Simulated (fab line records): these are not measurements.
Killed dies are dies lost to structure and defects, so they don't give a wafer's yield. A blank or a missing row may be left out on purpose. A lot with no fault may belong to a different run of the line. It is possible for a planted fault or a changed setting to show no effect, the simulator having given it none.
Which of the tools did it? -- flow sky130 -- Sampling: 10 lots, 30 wafers, 3 of 708 route steps

== WHAT EACH GAUGE READ, for each wafer ==
SKY_PASSIVATION_THK_MEAS_03.
lot,measured,on,PASSIVATION_CVD_02_THK (nm)
L264,day 44 14:56,film metro-01,523 536 532
L265,day 45 02:59,film metro-01,532 541 547
L266,day 45 05:50,film metro-02,535 536 549
L268,day 45 11:54,film metro-02,549 538 547
L270,day 46 05:59,film metro-03,538 533 542
L274,day 47 03:34,film metro-03,530 529 456
L277,day 48 08:06,film metro-02,547 538 545
L281,day 49 02:40,film metro-02,549 550 550
L280,day 49 04:56,film metro-01,531 541 553
L282,day 49 07:20,film metro-02,535 543 547

== WHAT TOOL EACH LOT RAN ON (gives the tool, then ch and the chambers of the sampled wafers, and finally the start) ==
lot,SKY_VIA4_SPUTTER_17,SKY_PASSIVATION_CVD_02
L264,"pvd sputter-02, day 43 14:01","pecvd-02 ch 0,1,2, day 44 14:42"
L265,"pvd sputter-01, day 44 03:31","pecvd-03 ch 0,2, day 45 02:44"
L266,"pvd sputter-02, day 44 05:41","pecvd-04 ch 0,1,2, day 45 05:35"
L268,"pvd sputter-02, day 44 11:52","pecvd-04 ch 0,1,2, day 45 11:46"
L270,"pvd sputter-04, day 45 07:56","pecvd-02 ch 0,2, day 46 05:46"
L274,"pvd sputter-02, day 46 06:14","pecvd-02 ch 0,1,2, day 47 03:20"
L277,"pvd sputter-02, day 47 10:55","pecvd-03 ch 0,1,2, day 48 07:52"
L281,"pvd sputter-01, day 48 06:37","pecvd-03 ch 0,1,2, day 49 02:25"
L280,"pvd sputter-01, day 48 08:54","pecvd-03 ch 0,1,2, day 49 04:43"
L282,"pvd sputter-02, day 48 12:05","pecvd-03 ch 0,1, day 49 07:05"
- SKY_VIA4_SPUTTER_17: material TiN, target thk 20 nm, time 80 s.
- SKY_PASSIVATION_CVD_02: deposits Si3N4, target thk 540 nm.

== THE ANSWER, worked out from the rows above alone ==
Rule: what is usual is taken from the lots themselves. Put in order of their means at a reading, lots are off if they are a third of the lots or fewer, leave a main group of 4 or more, and stand apart from it by a gap of 3 or more times the standard deviation of the main group's means; of several such gaps the widest counts. Not used: any main group whose means are identical at the precision the tables above print for the reading. Also off: a lot with no number at a reading for which 4 or more lots have one. Any other lot the step has rows for is counted as sound.
Off: L274, seen at SKY_PASSIVATION_THK_MEAS_03 (PASSIVATION_CVD_02_THK). Mean 541 nm and standard deviation 5 in the main group.
A tool fits if, at a process step before that reading, it ran every lot that is off, and no sound lot after the first of them. Gauges at SKY_PASSIVATION_THK_MEAS_03: tried the same way as those tools. Undecided on this evidence; 2 tools fit (pecvd-02 at SKY_PASSIVATION_CVD_02, film metro-03 at SKY_PASSIVATION_THK_MEAS_03).

== WHAT WAS PUT IN BY THE SIMULATOR ==
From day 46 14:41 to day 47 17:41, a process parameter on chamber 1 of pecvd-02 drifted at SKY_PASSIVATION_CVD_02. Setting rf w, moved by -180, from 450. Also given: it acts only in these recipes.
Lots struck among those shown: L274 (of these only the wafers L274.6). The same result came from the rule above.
